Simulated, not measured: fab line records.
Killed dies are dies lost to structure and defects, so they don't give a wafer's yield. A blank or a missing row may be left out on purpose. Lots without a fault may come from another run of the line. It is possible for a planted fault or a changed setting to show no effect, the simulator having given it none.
fab line records | flow sky130
record: lots: 14 | wafers: 42 | last-day: 50
route steps=708 shown LDD_P@262 SPACER@305 LI_CONTACT@365 VIA1@472 METAL2@483
lots that met no fault: taken from a fault-free run of the same line
start-h: start of the lot's first displayed wafer, in hours after the record's first day | wait-h: hours elapsed since this lot's preceding step | " same as the row above | L1.1+2: a row that stands for several wafers | - either no value or no given start | * or withheld: withheld | < > ~ a bound
route shown NAME@n: NAME is a module with steps in the file, n the number in the route of the first one | usual: mean/standard deviation of fault-free wafers | same: alike in all rows | chamber/n: place in a boat | sites: the reading at each site | _std_site: how widely they spread, as a standard deviation | _edge_site: the outer-site mean with the inner-site mean subtracted | radius-mm: for every site, how far away it sits from the centre of the wafer | mask NAME#n: copy n | behind: the most recent tool/chamber to have shaped the wafer | hold: why the lot went on hold/how many hours it stayed there/how the hold came to an end | device: the n, p or np transistor that did not switch | end of line: the tests these same wafers got at the end of their route | step lacking rows: just its recipe | killed: dies that structure and defects cost at the first sort, which is not the same as the wafer's yield | map: dies across one wafer; x = killed, . = not, _ = none there
set.NAME: setting as actually run; set.NAME@STEP: the setting as run at that earlier step | model.NAME: the simulator's own value behind a step, which no gauge read
the route's steps for a sample of lots (tables are steps, rows are wafers)
services: the hour from which a tool's chamber was out of use, counted from the record's first day as start-h (under 0 if before that day), plus the number of hours and why
== steps ==
step: SKY_LDD_P_CD_MEAS_07
recipe: target-cd-nm: 380
usual: cd-nm: 380.3/2.4
lot.wafer | tool      | chamber | start-h | wait-h | cd-nm
L849.1    | cd-sem-01 | -       | 452.34  | 0.1    | 382.2
L849.2    | "         | -       | "       | "      | 381.5
L849.3    | "         | -       | "       | "      | 381.2
L852.1    | cd-sem-01 | -       | 479.24  | 0.1    | 383.3
L852.3    | "         | -       | "       | "      | 383.0
L852.4    | "         | -       | "       | "      | 381.6
L855.1    | cd-sem-01 | -       | 497.01  | 0.1    | 375.7
L855.4    | "         | -       | "       | "      | 375.1
L855.6    | "         | -       | "       | "      | 376.0
L857.1    | cd-sem-01 | -       | 521.62  | 0.1    | 377.9
L857.2    | "         | -       | "       | "      | 375.9
L857.4    | "         | -       | "       | "      | 376.8
L861.3    | cd-sem-02 | -       | 545.75  | 0.1    | 382.2
L861.4    | "         | -       | "       | "      | 379.6
L861.5    | "         | -       | "       | "      | 382.8
L862.4    | cd-sem-01 | -       | 563.28  | 0.1    | 382.7
L862.5    | "         | -       | "       | "      | 384.4
L862.6    | "         | -       | "       | "      | 382.8
L863.2    | cd-sem-01 | -       | 570.93  | 0.1    | 377.9
L863.3    | "         | -       | "       | "      | 380.8
L863.6    | "         | -       | "       | "      | 381.6
L864.1    | cd-sem-01 | -       | 583.01  | 0.1    | 381.0
L864.2    | "         | -       | "       | "      | 382.9
L864.4    | "         | -       | "       | "      | 378.8
L866.1    | cd-sem-01 | -       | 588.62  | 0.1    | 374.2
L866.3    | "         | -       | "       | "      | 376.1
L866.5    | "         | -       | "       | "      | 378.1
L867.1    | cd-sem-02 | -       | 594.69  | 0.1    | 376.1
L867.2    | "         | -       | "       | "      | 377.8
L867.4    | "         | -       | "       | "      | 376.4
L868.1    | cd-sem-01 | -       | 604.26  | 0.1    | 379.5
L868.3    | "         | -       | "       | "      | 380.1
L868.6    | "         | -       | "       | "      | 379.2
L869.1    | cd-sem-01 | -       | 605.34  | 0.1    | 379.5
L869.2    | "         | -       | "       | "      | 378.2
L869.5    | "         | -       | "       | "      | 381.3
L871.4    | cd-sem-01 | -       | 617.67  | 0.1    | 375.6
L871.5    | "         | -       | "       | "      | 376.1
L871.6    | "         | -       | "       | "      | 376.9
L872.2    | cd-sem-01 | -       | 623.33  | 0.1    | 379.3
L872.3    | "         | -       | "       | "      | 378.8
L872.6    | "         | -       | "       | "      | 381.9
step: SKY_SPACER_THK_MEAS_01
recipe: reads: Si3N4_of_SPACER_CVD_00
usual: SPACER_CVD_00_THK: 43.2/0.42
lot.wafer | tool          | chamber | start-h | wait-h | SPACER_CVD_00_THK[nm]
L849.1    | film-metro-01 | -       | 546.61  | 0.0    | 42.8
L849.2    | "             | -       | "       | "      | 42.6
L849.3    | "             | -       | "       | "      | 42.1
L852.1    | film-metro-04 | -       | 573.23  | 0.0    | 43.5
L852.3    | "             | -       | "       | "      | 43.7
L852.4    | "             | -       | "       | "      | 43.8
L855.1    | film-metro-03 | -       | 589.77  | 0.0    | 43.2
L855.4    | "             | -       | "       | "      | 43.1
L855.6    | "             | -       | "       | "      | 43.5
L857.1    | film-metro-01 | -       | 614.39  | 0.0    | 42.5
L857.2    | "             | -       | "       | "      | 42.8
L857.4    | "             | -       | "       | "      | 42.6
L861.3    | film-metro-03 | -       | 637.06  | 0.0    | 43.2
L861.4    | "             | -       | "       | "      | 43.4
L861.5    | "             | -       | "       | "      | 43.3
L862.4    | film-metro-04 | -       | 653.65  | 0.0    | 43.8
L862.5    | "             | -       | "       | "      | 43.6
L862.6    | "             | -       | "       | "      | 43.9
L863.2    | film-metro-01 | -       | 661.77  | 0.0    | 43.0
L863.3    | "             | -       | "       | "      | 43.1
L863.6    | "             | -       | "       | "      | 43.2
L864.1    | film-metro-03 | -       | 672.16  | 0.0    | 43.8
L864.2    | "             | -       | "       | "      | 44.2
L864.4    | "             | -       | "       | "      | 44.1
L866.1    | film-metro-01 | -       | 676.27  | 0.0    | 43.0
L866.3    | "             | -       | "       | "      | 43.2
L866.5    | "             | -       | "       | "      | 43.3
L867.1    | film-metro-04 | -       | 683.57  | 0.0    | 43.1
L867.2    | "             | -       | "       | "      | 43.1
L867.4    | "             | -       | "       | "      | 42.9
L868.1    | film-metro-03 | -       | 693.42  | 0.0    | 43.5
L868.3    | "             | -       | "       | "      | 43.6
L868.6    | "             | -       | "       | "      | 43.6
L869.1    | film-metro-01 | -       | 694.62  | 0.0    | 43.8
L869.2    | "             | -       | "       | "      | 43.0
L869.5    | "             | -       | "       | "      | 43.0
L871.4    | film-metro-01 | -       | 703.94  | 0.0    | 43.1
L871.5    | "             | -       | "       | "      | 43.6
L871.6    | "             | -       | "       | "      | 43.2
L872.2    | film-metro-01 | -       | 711.59  | 0.0    | 42.6
L872.3    | "             | -       | "       | "      | 43.3
L872.6    | "             | -       | "       | "      | 42.8
step: SKY_LI_CONTACT_BOW_MEAS_03
recipe: mode: bow
usual: LI_CONTACT_BOW: 55/7
lot.wafer | tool          | chamber | start-h | wait-h | LI_CONTACT_BOW[um]
L849.1    | film-metro-03 | -       | 665.74  | 0.2    | 57
L849.2    | "             | -       | "       | "      | 54
L849.3    | "             | -       | "       | "      | 53
L852.1    | film-metro-01 | -       | 689.85  | 0.2    | 48
L852.3    | "             | -       | "       | "      | 56
L852.4    | "             | -       | "       | "      | 62
L855.1    | film-metro-01 | -       | 705.99  | 0.1    | 58
L855.4    | "             | -       | "       | "      | 61
L855.6    | "             | -       | "       | "      | 54
L857.1    | film-metro-03 | -       | 728.10  | 0.2    | 44
L857.2    | "             | -       | "       | "      | 55
L857.4    | "             | -       | "       | "      | 66
L861.3    | film-metro-03 | -       | 749.98  | 0.2    | 66
L861.4    | "             | -       | "       | "      | 53
L861.5    | "             | -       | "       | "      | 66
L862.4    | film-metro-02 | -       | 766.65  | 0.2    | 59
L862.5    | "             | -       | "       | "      | 58
L862.6    | "             | -       | "       | "      | 59
L863.2    | film-metro-02 | -       | 774.26  | 0.2    | 44
L863.3    | "             | -       | "       | "      | 55
L863.6    | "             | -       | "       | "      | 55
L864.1    | film-metro-01 | -       | 783.19  | 0.2    | 54
L864.2    | "             | -       | "       | "      | 53
L864.4    | "             | -       | "       | "      | 51
L866.1    | film-metro-03 | -       | 787.65  | 0.1    | 58
L866.3    | "             | -       | "       | "      | 49
L866.5    | "             | -       | "       | "      | 42
L867.1    | film-metro-03 | -       | 794.99  | 0.2    | 58
L867.2    | "             | -       | "       | "      | 48
L867.4    | "             | -       | "       | "      | 63
L868.1    | film-metro-01 | -       | 803.47  | 0.2    | 48
L868.3    | "             | -       | "       | "      | 48
L868.6    | "             | -       | "       | "      | 58
L869.1    | film-metro-02 | -       | 805.49  | 0.1    | 60
L869.2    | "             | -       | "       | "      | 50
L869.5    | "             | -       | "       | "      | 46
L871.4    | film-metro-01 | -       | 813.65  | 0.3    | 63
L871.5    | "             | -       | "       | "      | 54
L871.6    | "             | -       | "       | "      | 49
L872.2    | film-metro-03 | -       | 821.06  | 0.3    | 43
L872.3    | "             | -       | "       | "      | 51
L872.6    | "             | -       | "       | "      | 46
step: SKY_VIA1_ETCH_14
recipe: chemistry: N2/H2 | target: BARC | ion-energy-ev: 200 | source-w: 500 | bias-w: 100 | pressure-mtorr: 30 | n2-flow-sccm: 100 | h2-flow-sccm: 200 | stop-on: SiO2 | time-s: 45.9 | target-depth-a: 600
usual: drypump-motor-current-A: 5.7/0.37 | oes-product-au: 0.855/0.005 | run-length-s: 74.2/0.39 | throttle-valve-pct: 13.225/0.0082
lot.wafer | tool        | chamber | start-h | wait-h | drypump-motor-current-A | oes-product-au | rf-hours-counter-h | run-length-s | throttle-valve-pct
L849.1    | rie-diel-02 | 2       | 808.17  | 0.0    | 5.2                     | 0.855          | 15                 | 73.9         | 13.229
L849.2    | "           | 3       | "       | "      | 5.2                     | 0.856          | 6                  | 74.7         | 13.226
L849.3    | "           | 1       | "       | "      | 6.5                     | 0.862          | 11                 | 74.6         | 13.231
L852.1    | rie-diel-01 | 2       | 830.91  | 0.0    | 5.9                     | 0.848          | 10                 | 74.4         | 13.227
L852.3    | "           | 3       | "       | "      | 5.8                     | 0.854          | 12                 | 74.4         | 13.220
L852.4    | "           | 1       | "       | "      | 6.2                     | 0.853          | 23                 | 73.9         | 13.217
L855.1    | rie-diel-02 | 1       | 845.81  | 0.0    | 6.5                     | 0.845          | 12                 | 73.9         | 13.235
L855.4    | "           | 2       | "       | "      | 5.2                     | 0.992          | 16                 | 57.6         | 13.227
L855.6    | "           | 0       | "       | "      | 5.4                     | 1.025          | -                  | 58.4         | 13.251
L857.1    | rie-diel-02 | 0       | 866.93  | 0.0    | 5.4                     | 0.853          | 3                  | 74.8         | 13.223
L857.2    | "           | 3       | "       | "      | 5.2                     | 0.854          | 7                  | 74.4         | 13.238
L857.4    | "           | 2       | "       | "      | 5.2                     | 0.990          | 17                 | 57.3         | 13.222
L861.3    | rie-diel-01 | 0       | 887.85  | 0.0    | 5.4                     | 0.858          | 15                 | 74.1         | 13.234
L861.4    | "           | 0       | "       | "      | 5.4                     | 0.860          | -                  | 74.1         | 13.227
L861.5    | "           | 2       | "       | "      | 5.9                     | 0.847          | -                  | 74.2         | 13.239
L862.4    | rie-diel-03 | 2       | 902.85  | 0.0    | 5.7                     | 0.857          | 9                  | 74.8         | 13.239
L862.5    | "           | 0       | "       | "      | 6.0                     | 0.853          | -                  | 74.1         | 13.226
L862.6    | "           | 1       | "       | "      | 5.5                     | 0.852          | -                  | 74.4         | 13.219
L863.2    | rie-diel-01 | 3       | 909.96  | 0.0    | 5.7                     | 0.842          | 15                 | 74.2         | 13.221
L863.3    | "           | 1       | "       | "      | 6.2                     | 0.849          | 1                  | 73.7         | 13.239
L863.6    | "           | 0       | "       | "      | 5.4                     | 0.853          | -                  | 74.2         | 13.228
L864.1    | rie-diel-03 | 3       | 918.75  | 0.0    | 5.8                     | 0.852          | 10                 | 74.3         | 13.222
L864.2    | "           | 2       | "       | "      | 5.7                     | 0.857          | 9                  | 74.6         | 13.233
L864.4    | "           | 0       | "       | "      | 6.0                     | 0.851          | -                  | 74.0         | 13.236
L866.1    | rie-diel-01 | 0       | 923.51  | 0.0    | 5.4                     | 0.852          | 17                 | 74.3         | 13.226
L866.3    | "           | 1       | "       | "      | 6.2                     | 0.854          | 1                  | 73.6         | 13.213
L866.5    | "           | 0       | "       | "      | 5.4                     | 0.856          | -                  | 74.5         | 13.217
L867.1    | rie-diel-01 | 3       | 930.31  | 0.0    | 5.7                     | 0.847          | 15                 | 74.4         | 13.230
L867.2    | "           | 0       | "       | "      | 5.4                     | 0.858          | 17                 | 74.2         | 13.220
L867.4    | "           | 1       | "       | "      | 6.2                     | 0.854          | 1                  | 73.8         | 13.220
L868.1    | rie-diel-03 | 3       | 938.76  | 0.0    | 5.7                     | 0.859          | 10                 | 74.0         | 13.202
L868.3    | "           | 2       | "       | "      | 5.6                     | 0.859          | 10                 | 74.9         | 13.236
L868.6    | "           | 1       | "       | "      | 5.5                     | 0.866          | -                  | 74.3         | 13.218
L869.1    | rie-diel-02 | 2       | 939.63  | 0.0    | 5.2                     | 0.854          | 18                 | 73.6         | 13.223
L869.2    | "           | 3       | "       | "      | 5.3                     | 0.854          | 9                  | 74.3         | 13.224
L869.5    | "           | 3       | "       | "      | 5.3                     | 0.853          | -                  | 74.4         | 13.226
L871.4    | rie-diel-03 | 0       | 947.67  | 0.0    | 6.0                     | 0.859          | -                  | 74.1         | 13.214
L871.5    | "           | 1       | "       | "      | 5.6                     | 0.852          | -                  | 74.0         | 13.222
L871.6    | "           | 3       | "       | "      | 5.8                     | 0.849          | -                  | 73.9         | 13.230
L872.2    | rie-diel-02 | 1       | 953.91  | 0.0    | 6.5                     | 0.853          | 14                 | 74.3         | 13.218
L872.3    | "           | 0       | "       | "      | 5.4                     | 0.852          | 6                  | 74.4         | 13.230
L872.6    | "           | 0       | "       | "      | 5.4                     | 0.852          | -                  | 74.6         | 13.212
step: SKY_VIA1_ETCH_15
recipe: target: SiO2 | chemistry: C4F8/O2/Ar | target-depth-nm: 351 | stop-on: TiN | mask-material: KrF-thick | source-w: 1500 | bias-w: 1200 | pressure-mtorr: 40 | c4f8-flow-sccm: withheld | O2_flow_sccm: 6 | Ar_flow_sccm: 300 | time-s: 54
usual: oes-product-au: 0.982/0.006 | run-length-s: 82.3/0.43
lot.wafer | tool        | chamber | start-h | wait-h | oes-product-au | rf-hours-counter-h | run-length-s
L849.1    | rie-diel-02 | 2       | 808.22  | 0.0    | 0.983          | 15                 | 81.5
L849.2    | "           | 3       | "       | "      | 0.979          | 6                  | 83.0
L849.3    | "           | 1       | "       | "      | 0.972          | 11                 | 82.2
L852.1    | rie-diel-01 | 2       | 830.95  | 0.0    | 0.980          | 10                 | 82.0
L852.3    | "           | 3       | "       | "      | 0.974          | 12                 | 82.4
L852.4    | "           | 1       | "       | "      | 0.978          | 23                 | 81.7
L855.1    | rie-diel-02 | 1       | 845.85  | 0.0    | 0.983          | 12                 | 82.4
L855.4    | "           | 2       | "       | "      | 0.513          | 16                 | 81.6
L855.6    | "           | 0       | "       | "      | 0.683          | -                  | 82.9
L857.1    | rie-diel-02 | 0       | 866.97  | 0.0    | 0.987          | 4                  | 82.9
L857.2    | "           | 3       | "       | "      | 0.988          | 7                  | 82.4
L857.4    | "           | 2       | "       | "      | 0.520          | 17                 | 81.9
L861.3    | rie-diel-01 | 0       | 887.89  | 0.0    | 0.984          | 15                 | 82.2
L861.4    | "           | 0       | "       | "      | 0.984          | -                  | 82.2
L861.5    | "           | 2       | "       | "      | 0.974          | -                  | 82.9
L862.4    | rie-diel-03 | 2       | 902.89  | 0.0    | 0.968          | 9                  | 82.7
L862.5    | "           | 0       | "       | "      | 0.984          | -                  | 82.3
L862.6    | "           | 1       | "       | "      | 0.987          | -                  | 82.2
L863.2    | rie-diel-01 | 3       | 910.00  | 0.0    | 0.988          | 15                 | 82.4
L863.3    | "           | 1       | "       | "      | 0.971          | 1                  | 81.8
L863.6    | "           | 0       | "       | "      | 0.983          | -                  | 82.4
L864.1    | rie-diel-03 | 3       | 918.79  | 0.0    | 0.982          | 10                 | 81.6
L864.2    | "           | 2       | "       | "      | 0.973          | 9                  | 83.0
L864.4    | "           | 0       | "       | "      | 0.983          | -                  | 82.3
L866.1    | rie-diel-01 | 0       | 923.55  | 0.0    | 0.983          | 17                 | 82.3
L866.3    | "           | 1       | "       | "      | 0.986          | 1                  | 81.8
L866.5    | "           | 0       | "       | "      | 0.990          | -                  | 82.3
L867.1    | rie-diel-01 | 3       | 930.35  | 0.0    | 0.978          | 15                 | 82.6
L867.2    | "           | 0       | "       | "      | 0.989          | 17                 | 82.7
L867.4    | "           | 1       | "       | "      | 0.978          | 1                  | 82.2
L868.1    | rie-diel-03 | 3       | 938.81  | 0.0    | 0.985          | 10                 | 82.1
L868.3    | "           | 2       | "       | "      | 0.979          | 10                 | 83.0
L868.6    | "           | 1       | "       | "      | 0.984          | -                  | 82.2
L869.1    | rie-diel-02 | 2       | 939.67  | 0.0    | 0.982          | 18                 | 81.4
L869.2    | "           | 3       | "       | "      | 0.985          | 9                  | 82.7
L869.5    | "           | 3       | "       | "      | 0.994          | -                  | 82.3
L871.4    | rie-diel-03 | 0       | 947.72  | 0.0    | 0.980          | -                  | 82.2
L871.5    | "           | 1       | "       | "      | 0.977          | -                  | 82.0
L871.6    | "           | 3       | "       | "      | 0.987          | -                  | 81.8
L872.2    | rie-diel-02 | 1       | 953.96  | 0.0    | 0.970          | 14                 | 82.6
L872.3    | "           | 0       | "       | "      | 0.991          | 6                  | 83.2
L872.6    | "           | 0       | "       | "      | 0.978          | -                  | 82.6
step: SKY_VIA1_STRIP_16
recipe: chemistry: O2/N2 | power-w: 1400 | pressure-mtorr: 1500 | platen-temp-c: withheld | o2-flow-sccm: 3000 | n2-flow-sccm: 300 | overash-fraction: 0.5
usual: drypump-motor-current-A: 5.9/0.51 | oes-product-au: 0.416/0.0045 | strip-time-to-endpoint-s: 4.461/0.023
lot.wafer | tool            | chamber | start-h | wait-h | drypump-motor-current-A | oes-product-au | rf-hours-counter-h | strip-time-to-endpoint-s
L849.1    | plasma-asher-02 | 1       | 808.26  | 0.0    | 5.7                     | 0.412          | 69                 | 4.474
L849.2    | "               | 0       | "       | "      | 6.6                     | 0.418          | 69                 | 4.421
L849.3    | "               | 0       | "       | "      | 6.6                     | 0.421          | -                  | 4.484
L852.1    | plasma-asher-03 | 1       | 831.00  | 0.0    | 5.6                     | 0.416          | 9                  | 4.462
L852.3    | "               | 0       | "       | "      | 6.2                     | 0.418          | -                  | 4.463
L852.4    | "               | 1       | "       | "      | 5.6                     | 0.418          | -                  | 4.477
L855.1    | plasma-asher-02 | 1       | 845.90  | 0.0    | 5.7                     | 0.420          | 71                 | 4.489
L855.4    | "               | 0       | "       | "      | 6.7                     | 0.427          | -                  | 4.615
L855.6    | "               | 1       | "       | "      | 5.7                     | 0.426          | -                  | 4.588
L857.1    | plasma-asher-02 | 0       | 867.01  | 0.0    | 6.7                     | 0.419          | 73                 | 4.460
L857.2    | "               | 1       | "       | "      | 5.7                     | 0.414          | 73                 | 4.456
L857.4    | "               | 1       | "       | "      | 5.7                     | 0.418          | -                  | 4.645
L861.3    | plasma-asher-03 | 0       | 887.97  | 0.1    | 6.2                     | 0.417          | -                  | 4.488
L861.4    | "               | 1       | "       | "      | 5.6                     | 0.413          | -                  | 4.446
L861.5    | "               | 1       | "       | "      | 5.6                     | 0.414          | -                  | 4.432
L862.4    | plasma-asher-02 | 0       | 902.97  | 0.1    | 6.7                     | 0.422          | -                  | 4.509
L862.5    | "               | 1       | "       | "      | 5.7                     | 0.421          | -                  | 4.463
L862.6    | "               | 0       | "       | "      | 6.7                     | 0.417          | -                  | 4.470
L863.2    | plasma-asher-04 | 0       | 910.05  | 0.0    | 5.0                     | 0.408          | 109                | 4.456
L863.3    | "               | 1       | "       | "      | 5.9                     | 0.420          | -                  | 4.477
L863.6    | "               | 0       | "       | "      | 5.0                     | 0.418          | -                  | 4.463
L864.1    | plasma-asher-03 | 0       | 918.84  | 0.0    | 6.2                     | 0.419          | 18                 | 4.452
L864.2    | "               | 1       | "       | "      | 5.6                     | 0.422          | 18                 | 4.489
L864.4    | "               | 1       | "       | "      | 5.6                     | 0.427          | -                  | 4.468
L866.1    | plasma-asher-02 | 0       | 923.60  | 0.0    | 6.6                     | 0.417          | 79                 | 4.446
L866.3    | "               | 1       | "       | "      | 5.7                     | 0.412          | -                  | 4.462
L866.5    | "               | 0       | "       | "      | 6.7                     | 0.419          | -                  | 4.466
L867.1    | plasma-asher-04 | 1       | 930.40  | 0.0    | 5.9                     | 0.414          | 111                | 4.509
L867.2    | "               | 0       | "       | "      | 5.0                     | 0.422          | 111                | 4.504
L867.4    | "               | 0       | "       | "      | 5.0                     | 0.415          | -                  | 4.498
L868.1    | plasma-asher-02 | 0       | 938.85  | 0.0    | 6.7                     | 0.416          | 80                 | 4.479
L868.3    | "               | 1       | "       | "      | 5.7                     | 0.420          | -                  | 4.508
L868.6    | "               | 0       | "       | "      | 6.7                     | 0.423          | -                  | 4.459
L869.1    | plasma-asher-04 | 0       | 939.71  | 0.0    | 5.0                     | 0.421          | 112                | 4.447
L869.2    | "               | 1       | "       | "      | 5.9                     | 0.421          | 112                | 4.453
L869.5    | "               | 0       | "       | "      | 5.0                     | 0.420          | -                  | 4.439
L871.4    | plasma-asher-03 | 0       | 947.77  | 0.0    | 6.2                     | 0.417          | -                  | 4.476
L871.5    | "               | 1       | "       | "      | 5.6                     | 0.421          | -                  | 4.429
L871.6    | "               | 0       | "       | "      | 6.2                     | 0.421          | -                  | 4.475
L872.2    | plasma-asher-03 | 1       | 954.00  | 0.0    | 5.6                     | 0.411          | 21                 | 4.477
L872.3    | "               | 1       | "       | "      | 5.6                     | 0.418          | -                  | 4.442
L872.6    | "               | 1       | "       | "      | 5.6                     | 0.416          | -                  | 4.471
step: SKY_METAL2_SPUTTER_00
recipe: material: Ti | target-thk-nm: 15 | power-w: 3000 | time-s: 10 | chamber-pressure-pa: 0.4
usual: throttle-valve-pct: 29.9/1
lot.wafer | tool           | chamber | start-h | wait-h | throttle-valve-pct
L849.1    | pvd-sputter-03 | -       | 809.49  | 0.2    | 29.5
L849.2    | "              | -       | "       | "      | 30.0
L849.3    | "              | -       | "       | "      | 31.3
L852.1    | pvd-sputter-03 | -       | 832.23  | 0.2    | 30.1
L852.3    | "              | -       | "       | "      | 29.6
L852.4    | "              | -       | "       | "      | 29.9
L855.1    | pvd-sputter-01 | -       | 847.16  | 0.2    | 29.5
L855.6    | "              | -       | "       | "      | 29.5
L857.1    | pvd-sputter-03 | -       | 868.24  | 0.1    | 31.2
L857.2    | "              | -       | "       | "      | 30.1
L861.3    | pvd-sputter-01 | -       | 889.29  | 0.2    | 32.1
L861.4    | "              | -       | "       | "      | 30.0
L861.5    | "              | -       | "       | "      | 32.1
L862.4    | pvd-sputter-02 | -       | 904.22  | 0.1    | 29.5
L862.5    | "              | -       | "       | "      | 28.8
L862.6    | "              | -       | "       | "      | 27.8
L863.2    | pvd-sputter-02 | -       | 911.59  | 0.2    | 29.6
L863.3    | "              | -       | "       | "      | 27.4
L863.6    | "              | -       | "       | "      | 29.2
L864.1    | pvd-sputter-01 | -       | 920.06  | 0.2    | 30.1
L864.2    | "              | -       | "       | "      | 30.0
L864.4    | "              | -       | "       | "      | 32.4
L866.1    | pvd-sputter-02 | -       | 925.26  | 0.1    | 27.5
L866.3    | "              | -       | "       | "      | 29.3
L866.5    | "              | -       | "       | "      | 30.0
L867.1    | pvd-sputter-02 | -       | 931.98  | 0.1    | 30.1
L867.2    | "              | -       | "       | "      | 29.2
L867.4    | "              | -       | "       | "      | 29.3
L868.1    | pvd-sputter-01 | -       | 940.15  | 0.2    | 31.6
L868.3    | "              | -       | "       | "      | 30.0
L868.6    | "              | -       | "       | "      | 29.5
L869.1    | pvd-sputter-02 | -       | 941.05  | 0.3    | 27.5
L869.2    | "              | -       | "       | "      | 29.2
L869.5    | "              | -       | "       | "      | 29.9
L871.4    | pvd-sputter-01 | -       | 949.40  | 0.2    | 29.4
L871.5    | "              | -       | "       | "      | 32.3
L871.6    | "              | -       | "       | "      | 30.3
L872.2    | pvd-sputter-01 | -       | 955.23  | 0.1    | 30.2
L872.3    | "              | -       | "       | "      | 32.1
L872.6    | "              | -       | "       | "      | 30.0
== services ==
tool            | chamber | start-h | hours | kind
pvd-sputter-01  | -       | 786.95  | 2.5   | repair
pvd-sputter-03  | -       | 787.78  | 8.4   | repair
rie-diel-01     | 2       | 788.28  | 7.8   | repair
rie-diel-03     | -       | 791.89  | 2.8   | pm
rie-diel-02     | 3       | 792.01  | 9.5   | repair
rie-diel-02     | 0       | 794.33  | 16.4  | repair
plasma-asher-03 | -       | 808.35  | 2.8   | pm
pvd-sputter-03  | -       | 811.49  | 1.1   | repair
plasma-asher-02 | -       | 826.96  | 14.6  | pm
pvd-sputter-02  | -       | 838.35  | 2.4   | repair
rie-diel-03     | 0       | 843.80  | 3.6   | repair
pvd-sputter-02  | -       | 855.48  | 1.1   | repair
plasma-asher-03 | -       | 860.22  | 2.6   | repair
rie-diel-01     | -       | 861.14  | 2.8   | pm
plasma-asher-04 | -       | 894.24  | 1.0   | repair
rie-diel-03     | 3       | 904.02  | 5.5   | repair
rie-diel-02     | 2       | 904.48  | 11.3  | repair
rie-diel-03     | 1       | 908.16  | 16.2  | repair
rie-diel-03     | -       | 911.16  | 0.6   | repair
rie-diel-02     | -       | 926.95  | 0.2   | repair
plasma-asher-04 | -       | 935.68  | 2.0   | repair
plasma-asher-03 | -       | 945.31  | 1.2   | repair
rie-diel-03     | 2       | 946.78  | 6.7   | repair
rie-diel-02     | 2       | 952.19  | 10.8  | repair
== key ==
first-sign: step: SKY_VIA1_ETCH_14 | reading: run-length-s | direction: down | sigmas: 43 | usual: * | struck: *
effect: step: SKY_VIA1_ETCH_14 | reading: oes-product-au | direction: up | sigmas: 30 | usual: 0.855 | struck: 1.003
effect: step: SKY_VIA1_ETCH_15 | reading: oes-product-au | direction: down | sigmas: 68 | usual: 0.982 | struck: 0.572
effect: step: SKY_VIA1_STRIP_16 | reading: strip-time-to-endpoint-s | direction: up | sigmas: 6.7 | usual: * | struck: *
effect: step: SKY_METAL2_SPUTTER_00 | reading: visit | direction: missing
met-at SKY_VIA1_ETCH_14
struck-lots L855,L857
struck-wafers L855.4,L855.6,L857.4
later-rows-left-out L855.4,L857.4
sort-left-out L855.4,L855.6,L857.4
not-acting-at SKY_LDD_P_CD_MEAS_07,SKY_SPACER_THK_MEAS_01,SKY_LI_CONTACT_BOW_MEAS_03
onset-between 808.17 845.81
fault: kind: process-parameter-drift | tool: rie-diel-02 | chamber: - | onset-h: 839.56 | steps: SKY_VIA1_ETCH_14 | channel: time-s | offset: * | shape: step | end-h: 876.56 | scope: struck-wafers-only | acts-in: * | stated: *
sort-left-out: the simulated sort isn't trusted on such a fault, so these wafers' sort isn't shown, and their yield isn't known
later-rows-left-out: the simulator's readings of these wafers behind a module that went badly wrong aren't trusted and aren't shown, but for the sort
